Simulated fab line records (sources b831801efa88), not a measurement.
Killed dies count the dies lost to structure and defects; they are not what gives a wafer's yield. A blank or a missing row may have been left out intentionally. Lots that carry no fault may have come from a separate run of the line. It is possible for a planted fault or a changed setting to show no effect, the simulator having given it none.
fab line records	flow sky130
record lots=12	wafers=36	last-day=50
route steps=708 shown RES_XHIGH@341 CONTACT@424 METAL1@439 VIA1@459
lots that met no fault: taken from a fault-free run of the same line
start-h: the number of hours between the record's first day and the start of the first shown wafer of the lot	wait-h: hours since the lot's step before	" the same as in the row above	L1.1+2: one row covering several wafers at once	- either no value or no given start	* or withheld: withheld	< > ~ a bound
route shown NAME@n: names a module that has steps shown in the file, with the first one's number in the route	usual: mean/standard deviation of fault-free wafers	same: alike in all rows	chamber/n: place in a boat	sites: each site's reading	_std_site: the standard deviation of these	_edge_site: outer sites' mean less inner sites'	radius-mm: for every site, how far away it sits from the centre of the wafer	mask NAME#n: copy n	behind: tool/chamber where the wafer was last shaped	hold: why the lot went on hold/how many hours it stayed there/how the hold came to an end	device: the transistor (n, p or np) that didn't switch	end of line: tests run on the same wafers once the route is complete	where a step has no rows: the recipe by itself	killed: not the wafer's yield, but the dies lost to structure and defects at the first sort	map: the dies of a wafer, with x for killed, . for not killed, _ for no die there
set.NAME: the setting that was run; set.NAME@STEP: the one run at that earlier step	model.NAME: the simulator's own value behind a step, which no gauge read
steps of the route over a sample of lots; a table a step, a row a wafer
services: from which hour (start-h, from the record's first day; less than 0 if before it) a tool's chamber was out of use, for how many hours, and why
## steps
# step SKY_RES_XHIGH_TW_MEAS_09
# usual RES_XHIGH_TW=1639/15
lot.wafer	tool	chamber	start-h	wait-h	RES_XHIGH_TW
L755.1	film-metro-01	-	622.95	0.1	1635
L755.3	"	-	"	"	1645
L755.5	"	-	"	"	1639
L757.1	film-metro-03	-	643.10	0.1	1623
L757.3	"	-	"	"	1635
L757.5	"	-	"	"	1628
L759.2	film-metro-03	-	655.32	0.1	1623
L759.3	"	-	"	"	1620
L759.4	"	-	"	"	1624
L761.4	film-metro-03	-	679.09	0.1	1617
L761.5	"	-	"	"	1630
L761.6	"	-	"	"	1631
L762.2	film-metro-02	-	686.63	0.1	1647
L762.3	"	-	"	"	1654
L762.4	"	-	"	"	1649
L767.1	film-metro-01	-	718.96	0.1	1636
L767.4	"	-	"	"	1636
L767.5	"	-	"	"	1631
L770.2	film-metro-02	-	740.63	0.1	1652
L770.3	"	-	"	"	1640
L770.5	"	-	"	"	1652
L772.1	film-metro-03	-	756.00	0.1	1622
L772.4	"	-	"	"	1623
L772.5	"	-	"	"	1622
L773.4	film-metro-03	-	764.99	0.1	1618
L773.5	"	-	"	"	1617
L773.6	"	-	"	"	1626
L775.1	film-metro-02	-	773.90	0.1	1658
L775.2	"	-	"	"	1659
L775.4	"	-	"	"	1661
L776.1	film-metro-02	-	783.21	0.1	1656
L776.5	"	-	"	"	1653
L776.6	"	-	"	"	1661
L777.3	film-metro-01	-	786.43	0.1	1627
L777.5	"	-	"	"	1624
L777.6	"	-	"	"	1633
# step SKY_CONTACT_ETCH_18
# recipe target=Si3N4	chemistry=CHF3/O2	stop-on=TiN	source-w=600	bias-w=200	pressure-mtorr=40	chf3-flow-sccm=50	O2_flow_sccm=5	time-s=39	target-depth-a=750
# usual O2_flow_sccm=5.000/0.015	bias-w=200.1/0.58	drypump-motor-current-A=5.7/0.36	oes-product-au=0.854/0.0071	throttle-valve-pct=8.792/0.0094
lot.wafer	tool	chamber	start-h	wait-h	O2_flow_sccm	bias-w	drypump-motor-current-A	oes-product-au	rf-hours-counter-h	throttle-valve-pct
L755.1	rie-diel-04	3	739	-	4.996	199.5	5.5	0.849	12	8.781
L755.3	"	0	"	"	4.996	200.5	5.9	0.845	4	8.801
L755.5	"	1	"	"	5.010	199.9	5.4	0.864	-	8.809
L757.1	rie-diel-04	2	760	-	5.025	200.7	5.3	0.855	4	8.781
L757.3	"	3	"	"	5.019	200.6	5.5	0.856	12	8.824
L757.5	"	0	"	"	4.999	199.8	5.9	0.861	-	8.792
L759.2	rie-diel-04	3	769	-	4.999	199.7	5.5	0.850	13	8.795
L759.3	"	1	"	"	5.010	200.4	5.4	0.845	0	8.790
L759.4	"	0	"	"	5.012	200.4	6.0	0.847	5	8.780
L761.4	rie-diel-01	3	791	-	5.011	200.0	6.0	0.866	1	8.801
L761.5	"	3	"	"	5.015	199.6	6.0	0.846	-	8.788
L761.6	"	0	"	"	4.980	201.0	6.4	0.861	-	8.793
L762.2	rie-diel-04	0	800	-	5.001	200.6	6.0	0.847	6	8.787
L762.3	"	3	"	"	5.012	200.4	5.5	0.860	14	8.807
L762.4	"	1	"	"	5.022	199.5	5.4	0.856	1	8.793
L767.1	rie-diel-04	3	830	-	5.022	357.8	5.5	0.860	15	8.789
L767.4	"	0	"	"	4.995	357.8	5.9	0.866	7	8.815
L767.5	"	2	"	"	5.023	356.8	5.3	0.869	-	8.795
L770.2	rie-diel-04	0	851	-	5.002	357.3	5.9	0.858	8	8.786
L770.3	"	3	"	"	5.020	357.4	5.5	0.858	15	8.791
L770.5	"	1	"	"	5.018	356.7	5.4	0.855	-	8.799
L772.1	rie-diel-03	0	866	-	4.986	200.1	5.2	0.842	22	8.787
L772.4	"	3	"	"	4.991	200.1	5.8	0.857	21	8.803
L772.5	"	3	"	"	5.000	199.6	5.8	0.854	-	8.781
L773.4	rie-diel-03	2	874	-	5.024	199.9	5.8	0.863	5	8.786
L773.5	"	3	"	"	4.982	199.5	5.9	0.851	-	8.788
L773.6	"	0	"	"	4.995	200.4	5.2	0.850	-	8.780
L775.1	rie-diel-01	2	883	-	4.980	200.6	5.3	0.856	18	8.785
L775.2	"	3	"	"	4.974	199.8	6.0	0.850	4	8.794
L775.4	"	1	"	"	4.984	200.0	5.9	0.854	13	8.794
L776.1	rie-diel-01	0	892	-	5.000	199.8	6.4	0.847	0	8.802
L776.5	"	1	"	"	5.010	200.3	5.9	0.861	-	8.805
L776.6	"	2	"	"	4.976	200.6	5.3	0.854	-	8.793
L777.3	rie-diel-01	1	894	-	5.021	200.0	5.9	0.860	14	8.780
L777.5	"	2	"	"	4.985	201.6	5.3	0.861	-	8.795
L777.6	"	3	"	"	5.009	199.9	6.0	0.856	-	8.781
# step SKY_CONTACT_STRIP_19
# recipe chemistry=O2/N2	power-w=1400	pressure-mtorr=1500	platen-temp-c=withheld	o2-flow-sccm=3000	n2-flow-sccm=300	overash-fraction=0.5
# usual drypump-motor-current-A=6.0/0.62	oes-product-au=0.381/0.0046	strip-time-to-endpoint-s=3.613/0.024
lot.wafer	tool	chamber	start-h	wait-h	drypump-motor-current-A	oes-product-au	rf-hours-counter-h	strip-time-to-endpoint-s
L755.1	plasma-asher-02	0	739.11	-	5.8	0.385	90	3.586
L755.3	"	0	"	"	5.8	0.380	-	3.603
L755.5	"	0	"	"	5.8	0.377	-	3.605
L757.1	plasma-asher-02	0	760.40	-	5.8	0.374	92	3.645
L757.3	"	0	"	"	5.8	0.382	-	3.625
L757.5	"	0	"	"	5.8	0.387	-	3.607
L759.2	plasma-asher-02	0	769.91	-	5.8	0.382	93	3.634
L759.3	"	1	"	"	6.5	0.385	-	3.684
L759.4	"	0	"	"	5.8	0.383	-	3.644
L761.4	plasma-asher-01	1	791.82	-	5.2	0.378	-	3.656
L761.5	"	1	"	"	5.2	0.385	-	3.629
L761.6	"	0	"	"	4.9	0.374	-	3.581
L762.2	plasma-asher-02	1	800.30	-	6.5	0.381	96	3.595
L762.3	"	0	"	"	5.8	0.392	-	3.612
L762.4	"	1	"	"	6.5	0.384	-	3.601
L767.1	plasma-asher-04	0	830.45	-	5.1	0.361	40	3.414
L767.4	"	0	"	"	5.1	0.373	-	3.385
L767.5	"	1	"	"	6.7	0.365	-	3.430
L770.2	plasma-asher-02	1	851.19	-	6.4	0.368	101	3.410
L770.3	"	1	"	"	6.5	0.376	-	3.418
L770.5	"	0	"	"	5.8	0.368	-	3.412
L772.1	plasma-asher-04	0	866.34	-	5.2	0.385	44	3.610
L772.4	"	1	"	"	6.7	0.380	-	3.631
L772.5	"	0	"	"	5.2	0.375	-	3.624
L773.4	plasma-asher-02	0	875.02	-	5.8	0.384	-	3.636
L773.5	"	0	"	"	5.8	0.379	-	3.634
L773.6	"	1	"	"	6.5	0.370	-	3.624
L775.1	plasma-asher-02	0	883.65	-	5.8	0.375	104	3.584
L775.2	"	1	"	"	6.5	0.383	104	3.613
L775.4	"	0	"	"	5.8	0.381	-	3.595
L776.1	plasma-asher-04	0	892.60	-	5.2	0.381	47	3.627
L776.5	"	1	"	"	6.7	0.383	-	3.601
L776.6	"	0	"	"	5.1	0.376	-	3.582
L777.3	plasma-asher-04	0	894.67	-	5.1	0.382	-	3.608
L777.5	"	0	"	"	5.1	0.381	-	3.622
L777.6	"	1	"	"	6.7	0.378	-	3.659
# step SKY_METAL1_RS_MEAS_05
# recipe thk-meas-gauge=four-point-probe	reads=TiN_of_METAL1_SPUTTER_04+Ti_of_METAL1_SPUTTER_03+AlCu_of_METAL1_SPUTTER_02+TiN_of_METAL1_SPUTTER_01+Ti_of_METAL1_SPUTTER_00
# usual METAL1_ALCU_RS=0.1269/0.0012
lot.wafer	tool	chamber	start-h	wait-h	METAL1_ALCU_RS[ohm/sq]
L755.1	film-metro-01	-	740.49	0.0	0.1285
L755.3	"	-	"	"	0.1277
L755.5	"	-	"	"	0.1272
L757.1	film-metro-03	-	761.78	0.0	0.1242
L757.3	"	-	"	"	0.1248
L757.5	"	-	"	"	0.1252
L759.2	film-metro-01	-	771.31	0.0	0.1274
L759.3	"	-	"	"	0.1287
L759.4	"	-	"	"	0.1291
L761.4	film-metro-04	-	793.23	0.1	0.1263
L761.5	"	-	"	"	0.1271
L761.6	"	-	"	"	0.1261
L762.2	film-metro-04	-	801.73	0.0	0.1255
L762.3	"	-	"	"	0.1263
L762.4	"	-	"	"	0.1255
L767.1	film-metro-04	-	831.87	0.0	0.1268
L767.4	"	-	"	"	0.1253
L767.5	"	-	"	"	0.1260
L770.2	film-metro-04	-	852.71	0.0	0.1271
L770.3	"	-	"	"	0.1288
L770.5	"	-	"	"	0.1293
L772.1	film-metro-04	-	867.72	0.0	0.1264
L772.4	"	-	"	"	0.1264
L772.5	"	-	"	"	0.1272
L773.4	film-metro-04	-	876.49	0.1	0.1258
L773.5	"	-	"	"	0.1253
L773.6	"	-	"	"	0.1254
L775.1	film-metro-03	-	885.03	0.0	0.1253
L775.2	"	-	"	"	0.1264
L775.4	"	-	"	"	0.1246
L776.1	film-metro-01	-	893.98	0.0	0.1277
L776.5	"	-	"	"	0.1269
L776.6	"	-	"	"	0.1273
L777.3	film-metro-01	-	896.06	0.1	0.1262
L777.5	"	-	"	"	0.1272
L777.6	"	-	"	"	0.1269
# step SKY_VIA1_THK_MEAS_01
# recipe reads=SiO2_of_VIA1_HDPCVD_00
# usual VIA1_HDPCVD_THK=1035/12
lot.wafer	tool	chamber	start-h	wait-h	VIA1_HDPCVD_THK[nm]
L755.1	film-metro-01	-	767.77	0.1	1038
L755.3	"	-	"	"	1016
L755.5	"	-	"	"	1032
L757.1	film-metro-02	-	789.65	0.1	1045
L757.3	"	-	"	"	1046
L757.5	"	-	"	"	1041
L759.2	film-metro-02	-	798.80	0.1	1026
L759.3	"	-	"	"	1020
L759.4	"	-	"	"	1022
L761.4	film-metro-02	-	821.14	0.0	1038
L761.5	"	-	"	"	1027
L761.6	"	-	"	"	1033
L762.2	film-metro-01	-	829.19	0.1	1037
L762.3	"	-	"	"	1032
L762.4	"	-	"	"	1039
L767.1	film-metro-01	-	859.51	0.1	1039
L767.4	"	-	"	"	1025
L767.5	"	-	"	"	1034
L770.2	film-metro-03	-	879.84	0.1	1049
L770.3	"	-	"	"	1053
L770.5	"	-	"	"	1049
L772.1	film-metro-02	-	893.73	0.1	1039
L772.4	"	-	"	"	1045
L772.5	"	-	"	"	1043
L773.4	film-metro-03	-	903.02	0.0	1040
L773.5	"	-	"	"	1057
L773.6	"	-	"	"	1047
L775.1	film-metro-03	-	911.08	0.1	1026
L775.2	"	-	"	"	1038
L775.4	"	-	"	"	1032
L776.1	film-metro-02	-	920.04	0.1	1046
L776.5	"	-	"	"	1042
L776.6	"	-	"	"	1029
L777.3	film-metro-02	-	922.88	0.1	1027
L777.5	"	-	"	"	1024
L777.6	"	-	"	"	1018
## services
tool	chamber	start-h	hours	kind
rie-diel-01	3	719.12	-	clean
rie-diel-01	3	719.12	23.0	scheduled-down
rie-diel-01	3	719.12	23.0	vent-cycle
rie-diel-03	0	721.51	9.8	repair
rie-diel-03	2	727.91	13.7	repair
rie-diel-03	3	731.03	4.4	repair
rie-diel-01	-	732.87	28.1	pm
plasma-asher-01	-	733.75	9.0	pm
plasma-asher-01	0	733.75	9.0	vent-cycle
plasma-asher-01	1	733.75	9.0	vent-cycle
plasma-asher-01	0	742.75	-	clean
plasma-asher-01	1	742.75	-	clean
rie-diel-03	3	744.27	6.0	repair
rie-diel-04	1	752.00	-	clean
rie-diel-04	1	752.00	13.2	scheduled-down
rie-diel-04	1	752.00	13.2	vent-cycle
rie-diel-04	1	815.87	11.8	repair
rie-diel-01	3	832.08	8.4	repair
rie-diel-04	-	840.35	2.5	repair
rie-diel-03	0	846.31	8.6	repair
rie-diel-01	0	860.49	-	clean
rie-diel-01	0	860.49	16.2	scheduled-down
rie-diel-01	0	860.49	16.2	vent-cycle
rie-diel-03	3	894.44	9.1	repair
## key
first-sign step=SKY_CONTACT_ETCH_18	reading=bias-w	direction=up	sigmas=99+	usual=200.1	struck=357.3
effect step=SKY_CONTACT_STRIP_19	reading=strip-time-to-endpoint-s	direction=down	sigmas=8.3	usual=*	struck=*
met-at SKY_CONTACT_ETCH_18
struck-lots L767,L770
tester-left-out L767,L770
not-acting-at SKY_RES_XHIGH_TW_MEAS_09,SKY_METAL1_RS_MEAS_05,SKY_VIA1_THK_MEAS_01
onset-between 800 830
fault kind=process-parameter-drift	tool=rie-diel-04	chamber=-	onset-h=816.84	steps=SKY_CONTACT_ETCH_18	channel=bias-w	offset=156.66	shape=step	end-h=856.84	acts-in=these-recipes-only	stated=200
# tester-left-out: of these lots the tester's yield and bins aren't shown, on N5 and GAA mostly nor the transistor test; their killed dies are dies lost to structure and defects alone, not to doping, threshold or leakage, so they don't give the yield
